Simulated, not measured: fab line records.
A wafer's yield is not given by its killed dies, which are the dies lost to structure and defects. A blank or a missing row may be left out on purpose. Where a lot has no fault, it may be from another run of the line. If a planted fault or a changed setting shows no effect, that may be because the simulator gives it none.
Which tool did it? / flow gf180mcu / 45 wafers from 15 lots sampled at 3 of the route's 602 steps

WHAT THE GAUGES READ, wafer by wafer
GF_V2_THK_MEAS_01. Usual: V2_CVD_00_THK typically reads 597 nm, with standard deviation 6.1.
lot=L708; measured=day 19 01:03; on=film-metro-03; V2_CVD_00_THK (nm)=591 597 600; flag=
lot=L709; measured=day 19 14:55; on=film-metro-04; V2_CVD_00_THK (nm)=587 595 601; flag=
lot=L711; measured=day 20 05:43; on=film-metro-01; V2_CVD_00_THK (nm)=604 603 601; flag=
lot=L712; measured=day 20 20:08; on=film-metro-04; V2_CVD_00_THK (nm)=591 586 589; flag=
lot=L715; measured=day 22 02:20; on=film-metro-04; V2_CVD_00_THK (nm)=593 594 594; flag=
lot=L718; measured=day 23 01:50; on=film-metro-01; V2_CVD_00_THK (nm)=601 596 598; flag=
lot=L719; measured=day 23 08:44; on=film-metro-04; V2_CVD_00_THK (nm)=602 592 602; flag=
lot=L720; measured=day 23 16:51; on=film-metro-03; V2_CVD_00_THK (nm)=602 589 591; flag=
lot=L723; measured=day 24 15:44; on=film-metro-03; V2_CVD_00_THK (nm)=589 594 594; flag=
lot=L724; measured=day 24 22:13; on=film-metro-03; V2_CVD_00_THK (nm)=598 591 595; flag=
lot=L725; measured=day 25 08:26; on=film-metro-01; V2_CVD_00_THK (nm)=606 600 603; flag=
lot=L726; measured=day 25 16:34; on=film-metro-04; V2_CVD_00_THK (nm)=596 593 598; flag=
lot=L727; measured=day 25 22:46; on=film-metro-04; V2_CVD_00_THK (nm)=589 592 592; flag=
lot=L728; measured=day 26 02:01; on=film-metro-01; V2_CVD_00_THK (nm)=616 604 605; flag=
lot=L729; measured=day 26 09:53; on=film-metro-03; V2_CVD_00_THK (nm)=614 607 615; flag=

GF_V2_BOW_MEAS_05. Usual: V2_BOW typically reads 101 um, with standard deviation 8.7.
lot=L708; measured=day 19 01:34; on=film-metro-01; V2_BOW (um)=108 97 116; flag=
lot=L709; measured=day 19 15:25; on=film-metro-01; V2_BOW (um)=89 93 108; flag=
lot=L711; measured=day 20 06:13; on=film-metro-01; V2_BOW (um)=99 94 111; flag=
lot=L712; measured=day 20 20:38; on=film-metro-04; V2_BOW (um)=101 92 96; flag=
lot=L715; measured=day 22 02:51; on=film-metro-03; V2_BOW (um)=99 96 96; flag=
lot=L718; measured=day 23 02:20; on=film-metro-01; V2_BOW (um)=101 87 100; flag=
lot=L719; measured=day 23 09:14; on=film-metro-04; V2_BOW (um)=105 99 105; flag=
lot=L720; measured=day 23 17:20; on=film-metro-04; V2_BOW (um)=119 98 97; flag=
lot=L723; measured=day 24 16:15; on=film-metro-04; V2_BOW (um)=99 95 94; flag=
lot=L724; measured=day 24 22:43; on=film-metro-04; V2_BOW (um)=100 101 110; flag=
lot=L725; measured=day 25 08:56; on=film-metro-04; V2_BOW (um)=106 100 104; flag=
lot=L726; measured=day 25 17:04; on=film-metro-03; V2_BOW (um)=98 102 93; flag=
lot=L727; measured=day 25 23:16; on=film-metro-03; V2_BOW (um)=93 98 110; flag=
lot=L728; measured=day 26 02:31; on=film-metro-01; V2_BOW (um)=90 107 97; flag=
lot=L729; measured=day 26 10:23; on=film-metro-04; V2_BOW (um)=86 83 96; flag=

EACH LOT AND THE TOOL THAT RAN IT (in order: tool; ch and the chambers of the sampled wafers; start)
lot=L708; GF_M2_METAL_ETCH_16=rie-metal-02 ch 0,1, day 19 00:21
lot=L709; GF_M2_METAL_ETCH_16=rie-metal-04 ch 0, day 19 14:05
lot=L711; GF_M2_METAL_ETCH_16=rie-metal-01 ch 0,1, day 20 04:58
lot=L712; GF_M2_METAL_ETCH_16=rie-metal-04 ch 0,1, day 20 19:24
lot=L715; GF_M2_METAL_ETCH_16=rie-metal-04 ch 0,1, day 22 01:38
lot=L718; GF_M2_METAL_ETCH_16=rie-metal-01 ch 0,1, day 23 01:07
lot=L719; GF_M2_METAL_ETCH_16=rie-metal-02 ch 1, day 23 07:55
lot=L720; GF_M2_METAL_ETCH_16=rie-metal-02 ch 1, day 23 15:59
lot=L723; GF_M2_METAL_ETCH_16=rie-metal-04 ch 0,1, day 24 15:02
lot=L724; GF_M2_METAL_ETCH_16=rie-metal-01 ch 0,1, day 24 21:31
lot=L725; GF_M2_METAL_ETCH_16=rie-metal-04 ch 0,1, day 25 07:43
lot=L726; GF_M2_METAL_ETCH_16=rie-metal-02 ch 0,1, day 25 15:51
lot=L727; GF_M2_METAL_ETCH_16=rie-metal-04 ch 0,1, day 25 22:03
lot=L728; GF_M2_METAL_ETCH_16=rie-metal-04 ch 0,1, day 26 01:18
lot=L729; GF_M2_METAL_ETCH_16=rie-metal-02 ch 0,1, day 26 09:10
- GF_M2_METAL_ETCH_16: etches the open film in Cl2/BCl3, stops on SiO2, target depth 627.5 nm, time 104.6 s.

AS READ BY THE TOOLS THEMSELVES (means over the sampled wafers that have a number; for cases with no such wafer, the mark the record gives instead)
GF_M2_METAL_ETCH_16. Usual: drypump-motor-current-A 5.6 A, standard deviation 0.42; mfc-cl2-sccm 80.01 sccm, standard deviation 0.24; oes-product-au 0.974 a.u., standard deviation 0.0065; throttle-valve-pct 28.248 %, standard deviation 0.01.
lot=L708; tool=rie-metal-02; drypump-motor-current-A (A)=5.9; mfc-cl2-sccm (sccm)=79.90; oes-product-au (a.u.)=0.976; throttle-valve-pct (%)=28.248; flag=
lot=L709; tool=rie-metal-04; drypump-motor-current-A (A)=5.0; mfc-cl2-sccm (sccm)=79.93; oes-product-au (a.u.)=0.976; throttle-valve-pct (%)=28.243; flag=
lot=L711; tool=rie-metal-01; drypump-motor-current-A (A)=5.8; mfc-cl2-sccm (sccm)=80.05; oes-product-au (a.u.)=0.983; throttle-valve-pct (%)=28.246; flag=
lot=L712; tool=rie-metal-04; drypump-motor-current-A (A)=5.3; mfc-cl2-sccm (sccm)=80.15; oes-product-au (a.u.)=0.971; throttle-valve-pct (%)=28.247; flag=
lot=L715; tool=rie-metal-04; drypump-motor-current-A (A)=5.5; mfc-cl2-sccm (sccm)=79.82; oes-product-au (a.u.)=0.966; throttle-valve-pct (%)=28.250; flag=
lot=L718; tool=rie-metal-01; drypump-motor-current-A (A)=5.8; mfc-cl2-sccm (sccm)=80.19; oes-product-au (a.u.)=0.980; throttle-valve-pct (%)=28.242; flag=
lot=L719; tool=rie-metal-02; drypump-motor-current-A (A)=6.2; mfc-cl2-sccm (sccm)=80.01; oes-product-au (a.u.)=0.976; throttle-valve-pct (%)=28.238; flag=
lot=L720; tool=rie-metal-02; drypump-motor-current-A (A)=6.2; mfc-cl2-sccm (sccm)=80.02; oes-product-au (a.u.)=0.977; throttle-valve-pct (%)=28.246; flag=
lot=L723; tool=rie-metal-04; drypump-motor-current-A (A)=5.5; mfc-cl2-sccm (sccm)=80.06; oes-product-au (a.u.)=0.969; throttle-valve-pct (%)=28.258; flag=
lot=L724; tool=rie-metal-01; drypump-motor-current-A (A)=5.8; mfc-cl2-sccm (sccm)=79.95; oes-product-au (a.u.)=0.978; throttle-valve-pct (%)=28.246; flag=
lot=L725; tool=rie-metal-04; drypump-motor-current-A (A)=5.5; mfc-cl2-sccm (sccm)=80.35; oes-product-au (a.u.)=0.975; throttle-valve-pct (%)=28.252; flag=
lot=L726; tool=rie-metal-02; drypump-motor-current-A (A)=5.7; mfc-cl2-sccm (sccm)=79.97; oes-product-au (a.u.)=0.972; throttle-valve-pct (%)=28.251; flag=
lot=L727; tool=rie-metal-04; drypump-motor-current-A (A)=5.5; mfc-cl2-sccm (sccm)=80.19; oes-product-au (a.u.)=0.973; throttle-valve-pct (%)=28.239; flag=
lot=L728; tool=rie-metal-04; drypump-motor-current-A (A)=5.3; mfc-cl2-sccm (sccm)=79.98; oes-product-au (a.u.)=0.970; throttle-valve-pct (%)=28.254; flag=
lot=L729; tool=rie-metal-02; drypump-motor-current-A (A)=5.9; mfc-cl2-sccm (sccm)=79.93; oes-product-au (a.u.)=0.971; throttle-valve-pct (%)=28.244; flag=

THE ANSWER, worked out from the rows above alone
Rule: lot off if the mean of its wafers having a number is beyond 3 standard deviations from the usual mean. Also off: a lot with no number at a reading for which 4 or more lots have one. Any other lot the step has rows for is counted as sound. The gauges are gone through in route order, then the tools' own readings, and for those a lot's mean is taken as printed above. At the first step where some lot is off, the reading lying furthest off is the one used; lots without a number count as furthest.
None of the lots is off at any reading shown; this tells nothing.

WHAT THE SIMULATOR HAD PUT IN
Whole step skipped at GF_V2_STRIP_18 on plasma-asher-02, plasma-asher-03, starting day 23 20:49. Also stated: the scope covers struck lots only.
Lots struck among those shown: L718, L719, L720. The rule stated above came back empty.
